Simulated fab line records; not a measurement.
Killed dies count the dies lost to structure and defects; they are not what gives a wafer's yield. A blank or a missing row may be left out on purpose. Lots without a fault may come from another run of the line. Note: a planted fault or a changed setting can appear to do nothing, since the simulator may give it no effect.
fab line records | flow sky130
record: lots: 13 | wafers: 39 | lastDay: 49
route steps=708 shown VIA4@639
lots with no fault: from the same line, run without faults
startH: hours from the record's first day to the start of the lot's first wafer shown | waitH: hours since the lot's step before | " identical to the entry in the row above | L1.1+2: a row that stands for several wafers | - value missing, or start not given | * or withheld: withheld | < > ~ a bound
route shown NAME@n: NAME is a module with steps in the file, n the number in the route of the first one | usual: mean and standard deviation over wafers with no fault | same: alike in all rows | chamber/n: place in a boat | sites: readings site by site | _std_site: their standard deviation | _edge_site: mean of outer sites minus mean of inner sites | radiusMm: for every site, how far away it sits from the centre of the wafer | mask NAME#n: copy n | behind: the tool/chamber that last shaped the wafer | hold: the reason the lot was held/the length of the hold in hours/how it ended | device: whichever transistor did not switch (one of n, p or np) | end of line: the tests these same wafers got at the end of their route | step lacking rows: just its recipe | killed: not the wafer's yield, but the dies lost to structure and defects at the first sort | map: dies across one wafer; x = killed, . = not, _ = none there
set.NAME: the setting that was run; set.NAME@STEP: the one run at that earlier step | model.NAME: the simulator's own value behind a step, which no gauge read
steps of the route over a sample of lots; a table a step, a row a wafer
services: a tool's chamber out of use, with start hour (startH, from the record's first day; less than 0 if before it), hours out, and reason
== steps ==
step: SKY_VIA4_HDPCVD_00
recipe: material: SiO2 | targetThkNm: 1750 | sigmaOpenFrac: 0.3 | timeS: 291.7 | tempC: 400 | sih4FlowSccm: 60 | pressureMtorr: 6
usual: runLengthS: 319.7/0.66
lot.wafer | tool      | chamber | startH  | waitH | runLengthS
L120.1    | hdpcvd-01 | 0       | 992.55  | 0.0   | 319.9
L120.5    | "         | 0       | "       | "     | 320.5
L120.6    | "         | 2       | "       | "     | 320.9
L121.3    | hdpcvd-01 | 2       | 995.40  | 0.0   | 320.6
L121.4    | "         | 2       | "       | "     | 321.2
L121.5    | "         | 1       | "       | "     | 319.3
L119.2    | hdpcvd-01 | 1       | 996.85  | 0.0   | 319.7
L119.3    | "         | 0       | "       | "     | 319.8
L119.6    | "         | 0       | "       | "     | 320.0
L124.1    | hdpcvd-02 | 2       | 1016.41 | 0.0   | 320.0
L124.2    | "         | 1       | "       | "     | 320.2
L124.3    | "         | 0       | "       | "     | 319.0
L122.1    | hdpcvd-01 | 0       | 1017.79 | 0.0   | 320.6
L122.3    | "         | 2       | "       | "     | 320.5
L122.6    | "         | 2       | "       | "     | 320.7
L123.1    | hdpcvd-02 | 1       | 1019.03 | 0.0   | 319.8
L123.4    | "         | 0       | "       | "     | 318.3
L123.6    | "         | 1       | "       | "     | 319.6
L126.1    | hdpcvd-01 | 2       | 1044.36 | 0.0   | 321.2
L126.3    | "         | 0       | "       | "     | 319.7
L126.5    | "         | 0       | "       | "     | 320.0
L125.1    | hdpcvd-02 | 1       | 1046.46 | 0.0   | 319.9
L125.3    | "         | 0       | "       | "     | 318.4
L125.6    | "         | 1       | "       | "     | 319.7
L128.1    | hdpcvd-01 | 2       | 1055.96 | 0.0   | 320.2
L128.5    | "         | 1       | "       | "     | 319.3
L128.6    | "         | 0       | "       | "     | 319.7
L132.2    | hdpcvd-02 | 1       | 1082.63 | 0.0   | 319.6
L132.5    | "         | 2       | "       | "     | 319.6
L132.6    | "         | 0       | "       | "     | 401.8
L134.3    | hdpcvd-02 | 1       | 1087.29 | 0.0   | 320.3
L134.5    | "         | 0       | "       | "     | 401.4
L134.6    | "         | 2       | "       | "     | 319.5
L137.3    | hdpcvd-01 | 1       | 1099.37 | 0.0   | 320.1
L137.4    | "         | 0       | "       | "     | 320.1
L137.5    | "         | 1       | "       | "     | 319.5
L138.2    | hdpcvd-01 | 0       | 1104.07 | 0.0   | 320.3
L138.4    | "         | 1       | "       | "     | 319.5
L138.6    | "         | 0       | "       | "     | 320.1
step: SKY_VIA4_THK_MEAS_01
recipe: reads: SiO2_of_VIA4_HDPCVD_00
usual: VIA4_HDPCVD_THK: 1748/17
lot.wafer | tool         | chamber | startH  | waitH | hold                    | VIA4_HDPCVD_THK[nm]
L120.1    | filmMetro-01 | -       | 992.73  | 0.1   | -                       | 1775
L120.5    | "            | -       | "       | "     | -                       | 1781
L120.6    | "            | -       | "       | "     | -                       | 1751
L121.3    | filmMetro-03 | -       | 995.60  | 0.1   | -                       | 1741
L121.4    | "            | -       | "       | "     | -                       | 1726
L121.5    | "            | -       | "       | "     | -                       | 1750
L119.2    | filmMetro-01 | -       | 997.04  | 0.1   | -                       | 1784
L119.3    | "            | -       | "       | "     | -                       | 1759
L119.6    | "            | -       | "       | "     | -                       | 1764
L124.1    | filmMetro-01 | -       | 1016.59 | 0.1   | -                       | 1738
L124.2    | "            | -       | "       | "     | -                       | 1721
L124.3    | "            | -       | "       | "     | -                       | 1729
L122.1    | filmMetro-03 | -       | 1017.97 | 0.1   | -                       | 1758
L122.3    | "            | -       | "       | "     | -                       | 1735
L122.6    | "            | -       | "       | "     | -                       | 1755
L123.1    | filmMetro-04 | -       | 1019.21 | 0.1   | -                       | 1761
L123.4    | "            | -       | "       | "     | -                       | 1730
L123.6    | "            | -       | "       | "     | -                       | 1730
L126.1    | filmMetro-03 | -       | 1044.53 | 0.1   | -                       | 1763
L126.3    | "            | -       | "       | "     | -                       | 1735
L126.5    | "            | -       | "       | "     | -                       | 1748
L125.1    | filmMetro-01 | -       | 1046.63 | 0.1   | -                       | 1741
L125.3    | "            | -       | "       | "     | -                       | 1727
L125.6    | "            | -       | "       | "     | -                       | 1738
L128.1    | filmMetro-03 | -       | 1056.14 | 0.1   | -                       | 1762
L128.5    | "            | -       | "       | "     | -                       | 1754
L128.6    | "            | -       | "       | "     | -                       | 1742
L132.2    | filmMetro-03 | -       | 1082.82 | 0.1   | awaitDispo/0.2h/release | 1754
L132.5    | "            | -       | "       | "     | awaitDispo/0.2h/release | 1778
L132.6    | "            | -       | "       | "     | awaitDispo/0.2h/release | 2236
L132.2    | filmMetro-03 | -       | 1083.05 | 0.2   | -                       | 1755
L132.5    | "            | -       | "       | "     | -                       | 1778
L132.6    | "            | -       | "       | "     | -                       | 2236
L134.3    | filmMetro-01 | -       | 1087.49 | 0.1   | awaitDispo/0.2h/release | 1753
L134.5    | "            | -       | "       | "     | awaitDispo/0.2h/release | 2249
L134.6    | "            | -       | "       | "     | awaitDispo/0.2h/release | 1773
L134.3    | filmMetro-01 | -       | 1087.72 | 0.2   | -                       | 1753
L134.5    | "            | -       | "       | "     | -                       | 2248
L134.6    | "            | -       | "       | "     | -                       | 1772
L137.3    | filmMetro-03 | -       | 1099.57 | 0.1   | -                       | 1752
L137.4    | "            | -       | "       | "     | -                       | 1741
L137.5    | "            | -       | "       | "     | -                       | 1743
L138.2    | filmMetro-04 | -       | 1104.26 | 0.1   | -                       | 1734
L138.4    | "            | -       | "       | "     | -                       | 1718
L138.6    | "            | -       | "       | "     | -                       | 1718
== services ==
tool      | chamber | startH  | hours | kind
hdpcvd-01 | 0       | 1064.71 | 7.3   | repair
== key ==
firstSign: step: SKY_VIA4_HDPCVD_00 | reading: runLengthS | direction: up | sigmas: 99+ | usual: * | struck: *
effect: step: SKY_VIA4_THK_MEAS_01 | reading: visit | direction: added
effect: step: SKY_VIA4_THK_MEAS_01 | reading: VIA4_HDPCVD_THK | direction: up | sigmas: 29 | usual: 1748 | struck: 2242
metAt SKY_VIA4_HDPCVD_00
struckLots L132,L134
struckWafers L132.6,L134.5
onsetBetween 1046.46 1082.63
fault: kind: processParameterDrift | tool: hdpcvd-02 | chamber: 0 | onsetH: 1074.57 | steps: SKY_VIA4_HDPCVD_00 | channel: timeS | offset: * | shape: step | endH: 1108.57 | actsIn: * | stated: *
